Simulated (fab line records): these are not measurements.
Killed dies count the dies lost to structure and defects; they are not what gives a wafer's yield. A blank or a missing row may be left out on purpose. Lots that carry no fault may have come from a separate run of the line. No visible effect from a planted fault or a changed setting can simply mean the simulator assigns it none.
Struck lot and sound lot, side by side ; flow gf180mcu ; 15 out of 602 route steps
Sound: these wafers, L863.1, L863.5, L863.6. Wafers L877.3, L877.4, L877.5 were the ones struck. Last of all comes the cause.
Order at every step that has rows: each side's tool, ch and its chambers, its first start. Under that, the readings that differ: sound wafers ; struck wafers ; difference of the means ; sigmas: that difference in standard deviations of wafers without a fault.
alike: readings with means less than 2 such deviations apart, plus words and numbers identical on both sides. not compared: withheld readings, readings lacking a value on some wafer, bounds such as >300 that could conceal the same value, and numbers that have no deviation in the record and whose values overlap.
A row with sigmas, a row that says differs or no value, or rows on one side alone: a step with any of these is where the two part. Numbers that don't overlap but have no deviation are shown without sigmas and don't part them. A reading that every wafer of one side lacks parts them only if that side has two wafers or more.

GF_V1_ETCH_16: etches BARC in N2/H2.
  sound on rie_diel-04 ch 2,3, day 18 12:34; struck on rie_diel-01 ch 0,1,3, day 23 14:28
  alike: drypump_motor_current_A, h2_flow_sccm, oes_product_au, throttle_valve_pct
then, 1 step without rows for these wafers: GF_V1_ETCH_17 (etches SiO2 in C4F8/O2/Ar, stops on TiN, target depth 630 nm).
GF_V1_STRIP_18: strips in O2/N2.
  sound on plasma_asher-02 ch 0,1, day 18 12:41; struck on plasma_asher-04 ch 0,1, day 23 14:38
  alike: drypump_motor_current_A, heater_power_w, oes_product_au
  not compared: rf_hours_counter_h
then, 3 steps without rows for these wafers: GF_V1_STRIP_19 (strips in post etch residue remover, time 1200 s); GF_V1_CLEAN_20 (cleans in DIW); GF_V1_SPUTTER_21 (material Ti, target thk 15 nm, time 80.02 s).
GF_V1_SPUTTER_22: material TiN, target thk 10 nm, time 40 s.
  sound on pvd_sputter-02, day 18 13:17; struck on pvd_sputter-03, day 23 15:11
  alike: cathode_dc_power_W, throttle_valve_pct
GF_V1_CVD_23: deposits W, target thk 350 nm, time 105.05 s.
  sound on cvd_w-01 ch 0,1, day 18 13:20; struck on cvd_w-01 ch 0,1, day 23 15:16
  alike: heater_power_w
GF_V1_RS_MEAS_24: measurement is done with a four-point probe.
  sound on film_metro-04, day 18 13:26; struck on film_metro-02, day 23 15:23
  alike: V1_W_RS
GF_V1_THK_MEAS_25: measures by xrf.
  sound on film_metro-04, day 18 13:34; struck on film_metro-02, day 23 15:29
  alike: V1_W_THK
then, 1 step without rows for these wafers: GF_V1_CMP_26 (polishes, stops on SiO2, t overpolish 15 s, target thk 0 nm).
GF_M2_SPUTTER_00: material Ti, target thk 37.5 nm, time 150 s.
  sound on pvd_sputter-01, day 18 14:08; struck on pvd_sputter-01, day 23 15:50
  alike: cathode_dc_power_W, throttle_valve_pct
GF_M2_SPUTTER_01: material TiN, target thk 30 nm, time 25 s.
  sound on pvd_sputter-01, day 18 14:14; struck on pvd_sputter-01, day 23 15:56
reading;sound;struck;difference;sigmas
cathode_dc_power_W (W);6499.9 6500.6 6500.6;7711.5 7711.0 7712.3;+1211.2;+99 or more
model.TiN_of_M2_SPUTTER_01.thk_nm (nm);29.74 30.43 30.01;35.56 35.54 35.69;+5.54;
  alike: throttle_valve_pct
then, 1 step without rows for these wafers: GF_M2_SPUTTER_02 (material AlCu, target thk 450 nm, time 23.9 s).
GF_PASSIVATION_PROBE_99:
  rows exist in the record for the sound wafers here (prober-01, day 29 10:41), none for the struck ones

WHERE THEY PART
First at GF_M2_SPUTTER_01; last, within this record, at GF_PASSIVATION_PROBE_99.

WHY: what had been put in by the simulator
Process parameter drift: pvd_sputter-01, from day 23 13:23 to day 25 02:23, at GF_M2_SPUTTER_01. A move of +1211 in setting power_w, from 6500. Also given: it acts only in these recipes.
